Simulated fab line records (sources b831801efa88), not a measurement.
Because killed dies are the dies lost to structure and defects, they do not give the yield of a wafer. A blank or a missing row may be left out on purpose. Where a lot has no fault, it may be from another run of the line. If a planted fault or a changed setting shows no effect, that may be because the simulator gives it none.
What tool caused it? + flow sky130 + 44 wafers from 15 lots sampled at 3 of the route's 708 steps

WHAT THE GAUGES READ, wafer by wafer
SKY_VT_ADJUST_PCH_TW_MEAS_10. Usual: VT_ADJUST_PCH_TW gives 142.6 (standard deviation 1.6).
| lot  | measured     | on            | VT_ADJUST_PCH_TW  | flag |
|------|--------------|---------------|-------------------|------|
| L461 | day 10 07:38 | film-metro-02 | 139.6 139.3 140.5 |      |
| L462 | day 10 11:37 | film-metro-04 | 143.7 144.6 143.7 |      |
| L464 | day 11 08:59 | film-metro-03 | 143.9 144.0 143.1 |      |
| L465 | day 11 15:06 | film-metro-02 | 141.4 142.0 142.4 |      |
| L466 | day 11 21:35 | film-metro-04 | 143.4 143.4 143.3 |      |
| L467 | day 12 06:25 | film-metro-03 | 142.8 142.5 142.9 |      |
| L468 | day 12 11:13 | film-metro-04 | 143.2 143.5 144.1 |      |
| L470 | day 13 02:31 | film-metro-02 | 141.4 140.2       |      |
| L476 | day 15 02:53 | film-metro-04 | 143.8 145.1 144.9 |      |
| L477 | day 15 09:12 | film-metro-02 | 140.8 140.9 140.2 |      |
| L478 | day 15 18:26 | film-metro-04 | 144.4 145.2 144.2 |      |
| L480 | day 16 11:11 | film-metro-04 | 143.4 143.0 143.5 |      |
| L481 | day 16 20:58 | film-metro-02 | 140.3 140.8 140.3 |      |
| L482 | day 17 04:57 | film-metro-03 | 143.8 143.9 143.2 |      |
| L484 | day 17 21:32 | film-metro-03 | 144.5 143.9 143.9 |      |

SKY_SONOS_ONO_THK_MEAS_03. Usual: SONOS_ONO_CVD_02_THK gives 10.51 nm (standard deviation 0.15).
| lot  | measured     | on            | SONOS_ONO_CVD_02_THK (nm) | flag |
|------|--------------|---------------|---------------------------|------|
| L461 | day 11 12:07 | film-metro-01 | 10.30 10.26 10.25         |      |
| L462 | day 11 16:19 | film-metro-02 | 10.24 10.24 10.12         |      |
| L464 | day 12 13:55 | film-metro-02 | 10.49 10.40 10.40         |      |
| L465 | day 12 19:49 | film-metro-03 | 10.76 10.69 10.69         |      |
| L466 | day 13 02:53 | film-metro-01 | 10.62 10.51 10.56         |      |
| L467 | day 13 10:01 | film-metro-02 | 10.52 10.41 10.64         |      |
| L468 | day 13 14:32 | film-metro-02 | 10.40 10.23 10.27         |      |
| L470 | day 14 08:38 | film-metro-01 | 10.63 10.58               |      |
| L476 | day 16 10:48 | film-metro-02 | 10.40 10.29 10.53         |      |
| L477 | day 16 16:46 | film-metro-02 | 10.40 10.62 10.46         |      |
| L478 | day 17 02:51 | film-metro-01 | 10.41 10.41 10.49         |      |
| L480 | day 17 21:02 | film-metro-03 | 10.41 10.25 10.33         |      |
| L481 | day 18 09:10 | film-metro-01 | 10.49 10.31 10.44         |      |
| L482 | day 18 20:35 | film-metro-03 | 10.56 10.60 10.57         |      |
| L484 | day 19 08:42 | film-metro-03 | 10.73 10.69 10.52         |      |

SKY_SONOS_ONO_OVL_MEAS_14. Usual: SONOS_ONO_OVL gives -0.6 nm (standard deviation 1.5).
| lot  | measured     | on         | SONOS_ONO_OVL (nm) | flag |
|------|--------------|------------|--------------------|------|
| L461 | day 12 12:46 | overlay-01 | -0.2 -0.9 0.1      |      |
| L462 | day 12 17:25 | overlay-02 | 0.1 -0.4 -0.2      |      |
| L464 | day 13 15:49 | overlay-02 | -2.9 -0.2 -0.7     |      |
| L465 | day 13 22:34 | overlay-02 | 2.0 0.2 0.0        |      |
| L466 | day 14 05:28 | overlay-01 | -1.2 0.0 1.6       |      |
| L467 | day 14 13:08 | overlay-02 | -0.3 0.5 0.7       |      |
| L468 | day 14 18:44 | overlay-02 | -0.1 -0.4 0.3      |      |
| L470 | day 15 13:01 | overlay-01 | -1.3 -2.6          |      |
| L476 | day 17 17:16 | overlay-02 | -1.7 -1.3 -1.2     |      |
| L477 | day 17 23:41 | overlay-01 | -1.0 1.8 2.3       |      |
| L478 | day 18 08:56 | overlay-01 | -0.5 -0.2 -1.5     |      |
| L480 | day 19 05:01 | overlay-02 | 1.2 1.8 1.6        |      |
| L481 | day 19 16:31 | overlay-02 | -0.5 0.6 -0.1      |      |
| L482 | day 20 04:01 | overlay-01 | -1.2 -2.2 -0.9     |      |
| L484 | day 20 17:13 | overlay-01 | -2.8 -1.6 -1.1     |      |

EACH LOT AND THE TOOL THAT RAN IT (in order: tool; ch and the chambers of the sampled wafers; start)
There is no process step in the record ahead of these readings.

WHAT THE TOOLS THEMSELVES READ (means of the sampled wafers that have a number; where no wafer has one, the mark that the record gives instead)
The record holds no such reading with a usual standard deviation.

THE ANSWER, worked out from the rows above alone
Rule: take the mean of a lot's wafers that have a number; if it is more than 3 standard deviations from the usual mean, the lot is off. Also off: a lot with no number at a reading for which 4 or more lots have one. All remaining lots with rows at the step are treated as sound. First the gauges in route order, then the tools' own readings, where a lot's mean is used as printed above. At the first step where some lot is off, the reading lying furthest off is the one used; lots without a number count as furthest.
None of the lots is off at any reading shown; this tells nothing.

WHAT THE SIMULATOR HAD PUT IN
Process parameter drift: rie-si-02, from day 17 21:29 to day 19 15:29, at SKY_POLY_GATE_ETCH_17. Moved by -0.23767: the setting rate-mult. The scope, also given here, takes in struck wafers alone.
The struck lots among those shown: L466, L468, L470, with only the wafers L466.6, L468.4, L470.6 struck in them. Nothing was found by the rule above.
